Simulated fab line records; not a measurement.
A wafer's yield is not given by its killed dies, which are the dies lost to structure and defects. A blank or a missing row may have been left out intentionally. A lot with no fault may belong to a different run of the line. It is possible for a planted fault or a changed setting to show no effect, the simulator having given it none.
Which of the tools did it? -- flow gf180mcu -- 18 wafers from 6 lots sampled at 2 of the route's 602 steps

== WHAT EACH GAUGE READ, for each wafer ==
GF_VT_IMPLANT_RS_MEAS_49: a four-point-probe measurement.
lot,measured,on,MVPSD_RS (ohm/sq)
L688,day 8 01:54,film metro-04,1169.2 1165.9 1169.4
L692,day 9 06:03,film metro-04,1170.3 1167.9 1166.5
L694,day 9 18:07,film metro-02,1169.6 1173.4 1168.5
L700,day 11 15:01,film metro-01,1205.2 1202.8 1203.8
L702,day 12 05:01,film metro-01,1170.7 1174.5 1170.5
L705,day 13 01:46,film metro-02,1175.1 1173.1 1176.0

== WHAT TOOL EACH LOT RAN ON (gives the tool, then ch and the chambers of the sampled wafers, and finally the start) ==
lot,GF_MVPSD_IMPLANT_09
L688,"implanter-04 ch 0, day 5 12:41"
L692,"implanter-02 ch 0, day 6 11:53"
L694,"implanter-02 ch 0, day 6 22:59"
L700,"implanter-02 ch 0, day 8 14:27"
L702,"implanter-03 ch 0, day 9 01:40"
L705,"implanter-03 ch 0, day 9 20:34"
- GF_MVPSD_IMPLANT_09

== THE ANSWER, worked out from the rows above alone ==
Rule: the lots themselves supply what counts as usual. The widest of any qualifying gaps counts: lots, ordered by their means at a reading, are off when they make up no more than a third of the lots, leave a main group of 4 or more, and stand apart from it by 3 or more times the standard deviation of that group's means. A main group whose means are all the same, to the digits that the tables above print for the reading, isn't used. Also off: a lot with no number at a reading for which 4 or more lots have one. Where the step has rows for the other lots, those lots are counted as sound.
Off: L700, at GF_VT_IMPLANT_RS_MEAS_49 (MVPSD_RS). The main group has a mean of 1170.7 ohm/sq with a standard deviation of 2.5.
If a tool, at a process step before that reading, ran all the lots that are off and no sound lot after the first of them, it fits. Gauges at GF_VT_IMPLANT_RS_MEAS_49: tried the same way as those tools. One fits: GF_MVPSD_IMPLANT_09 on implanter-02. A fault onset in the window from L694 (day 6 22:59, its last sound lot) to L700 (day 8 14:27, its first lot off) fits.

== WHAT THE SIMULATOR HAD INSERTED ==
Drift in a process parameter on implanter-02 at GF_MVPSD_IMPLANT_09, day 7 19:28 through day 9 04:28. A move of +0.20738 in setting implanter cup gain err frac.
Struck lots among those shown: L700. This agrees with what the rule above found.
